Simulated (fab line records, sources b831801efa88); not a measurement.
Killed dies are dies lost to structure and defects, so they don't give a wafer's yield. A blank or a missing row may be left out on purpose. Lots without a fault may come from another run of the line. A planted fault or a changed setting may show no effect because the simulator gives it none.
Which tool did it? | flow sky130 | 12 lots, 36 wafers sampled, at 3 steps of a route of 708

WHAT THE GAUGES READ, wafer by wafer
SKY_VIA3_RS_MEAS_22: measures by four-point-probe. Usual: VIA3_W_RS 0.294 ohm/sq, standard deviation 0.0039.
lot  | measured     | on            | VIA3_W_RS (ohm/sq) | flag
L315 | day 39 15:46 | film_metro-02 | 0.295 0.295 0.297  |
L316 | day 39 23:52 | film_metro-04 | 0.298 0.303 0.296  |
L318 | day 40 14:42 | film_metro-02 | 0.297 0.293 0.292  |
L319 | day 41 06:38 | film_metro-01 | 0.296 0.295 0.296  |
L322 | day 42 05:59 | film_metro-02 | 0.293 0.288 0.295  |
L321 | day 42 09:34 | film_metro-04 | 0.296 0.289 0.296  |
L323 | day 42 11:58 | film_metro-02 | 0.287 0.294 0.286  |
L324 | day 42 18:46 | film_metro-01 | 0.296 0.297 0.289  |
L330 | day 44 05:46 | film_metro-01 | 0.297 0.291 0.296  |
L331 | day 44 14:44 | film_metro-02 | 0.294 0.297 0.298  |
L332 | day 45 01:01 | film_metro-04 | 0.293 0.291 0.290  |
L336 | day 45 18:30 | film_metro-04 | 0.298 0.299 0.296  |

WHICH TOOL RAN EACH LOT (tool, then ch and the chambers of the sampled wafers, then the start)
lot  | SKY_CAPM_SPUTTER_02          | SKY_VIA3_CVD_21
L315 | pvd_sputter-03, day 36 09:38 | cvd_w-01 ch 0,1, day 39 15:39
L316 | pvd_sputter-01, day 36 16:25 | cvd_w-01 ch 0,1, day 39 23:44
L318 | pvd_sputter-03, day 37 08:35 | cvd_w-01 ch 0,1, day 40 14:35
L319 | pvd_sputter-04, day 38 01:37 | cvd_w-01 ch 0,1, day 41 06:31
L322 | pvd_sputter-01, day 39 02:23 | cvd_w-02 ch 0,1, day 42 05:51
L321 | pvd_sputter-04, day 39 06:00 | cvd_w-02 ch 0,1, day 42 09:26
L323 | pvd_sputter-03, day 39 08:25 | cvd_w-02 ch 0,1, day 42 11:49
L324 | pvd_sputter-03, day 39 14:53 | cvd_w-02 ch 0,1, day 42 18:39
L330 | pvd_sputter-04, day 41 06:31 | cvd_w-02 ch 0,1, day 44 05:38
L331 | pvd_sputter-03, day 41 15:33 | cvd_w-01 ch 0,1, day 44 14:37
L332 | pvd_sputter-03, day 42 01:41 | cvd_w-01 ch 0,1, day 45 00:52
L336 | pvd_sputter-03, day 42 20:48 | cvd_w-01 ch 0,1, day 45 18:21
- SKY_CAPM_SPUTTER_02: material TiN, target thk 200 nm, time 166.7 s.
- SKY_VIA3_CVD_21: deposits W, target thk 390 nm, time 117.31 s.

WHAT THE TOOLS THEMSELVES READ (means of the sampled wafers that have a number; where no wafer has one, the mark that the record gives instead)
SKY_CAPM_SPUTTER_02. Usual: susceptor_temp_C 299.98 C, standard deviation 0.21; throttle_valve_pct 30.2 %, standard deviation 1.2.
lot  | tool           | susceptor_temp_C (C) | throttle_valve_pct (%) | flag
L315 | pvd_sputter-03 | 299.78               | 29.8                   |
L316 | pvd_sputter-01 | 299.98               | 30.6                   |
L318 | pvd_sputter-03 | 300.11               | 30.5                   |
L319 | pvd_sputter-04 | 300.34               | 29.5                   |
L322 | pvd_sputter-01 | 300.25               | 30.5                   |
L321 | pvd_sputter-04 | 299.96               | 29.8                   |
L323 | pvd_sputter-03 | 299.98               | 28.7                   |
L324 | pvd_sputter-03 | 300.14               | 30.5                   |
L330 | pvd_sputter-04 | 300.20               | 29.7                   |
L331 | pvd_sputter-03 | 300.13               | 29.8                   |
L332 | pvd_sputter-03 | 299.84               | 29.4                   |
L336 | pvd_sputter-03 | 300.00               | 29.8                   |

SKY_VIA3_CVD_21. Usual: chamber_pressure_Torr 39.99 Torr, standard deviation 0.083; heater_power_w 897 W, standard deviation 42; susceptor_temp_C 399.94 C, standard deviation 0.2.
lot  | tool     | chamber_pressure_Torr (Torr) | heater_power_w (W) | susceptor_temp_C (C) | flag
L315 | cvd_w-01 | 39.98                        | 860                | 399.80               |
L316 | cvd_w-01 | 39.92                        | 861                | 399.84               |
L318 | cvd_w-01 | 39.99                        | 877                | 399.78               |
L319 | cvd_w-01 | 39.97                        | 868                | 399.93               |
L322 | cvd_w-02 | 39.91                        | 924                | 399.76               |
L321 | cvd_w-02 | 39.99                        | 924                | 400.04               |
L323 | cvd_w-02 | 39.97                        | 916                | 399.96               |
L324 | cvd_w-02 | 39.95                        | 926                | 400.17               |
L330 | cvd_w-02 | 39.99                        | 929                | 399.96               |
L331 | cvd_w-01 | 39.95                        | 856                | 399.93               |
L332 | cvd_w-01 | 39.95                        | 879                | 399.97               |
L336 | cvd_w-01 | 39.94                        | 882                | 399.83               |

THE ANSWER, worked out from the rows above alone
Rule: a lot is off if the mean of its wafers that have a number lies more than 3 standard deviations from the usual mean. A lot without any number at a reading at which 4 lots or more have one is off too. The other lots that the step has rows for count as sound. The gauges are gone through in route order, then the tools' own readings, and for those a lot's mean is taken as printed above. The first step at which some lot is off is used, and at that step the reading that is off furthest; a lot without a number counts as furthest.
No lot is off at any reading shown: from this, nothing can be told.

WHAT THE SIMULATOR HAD PUT IN
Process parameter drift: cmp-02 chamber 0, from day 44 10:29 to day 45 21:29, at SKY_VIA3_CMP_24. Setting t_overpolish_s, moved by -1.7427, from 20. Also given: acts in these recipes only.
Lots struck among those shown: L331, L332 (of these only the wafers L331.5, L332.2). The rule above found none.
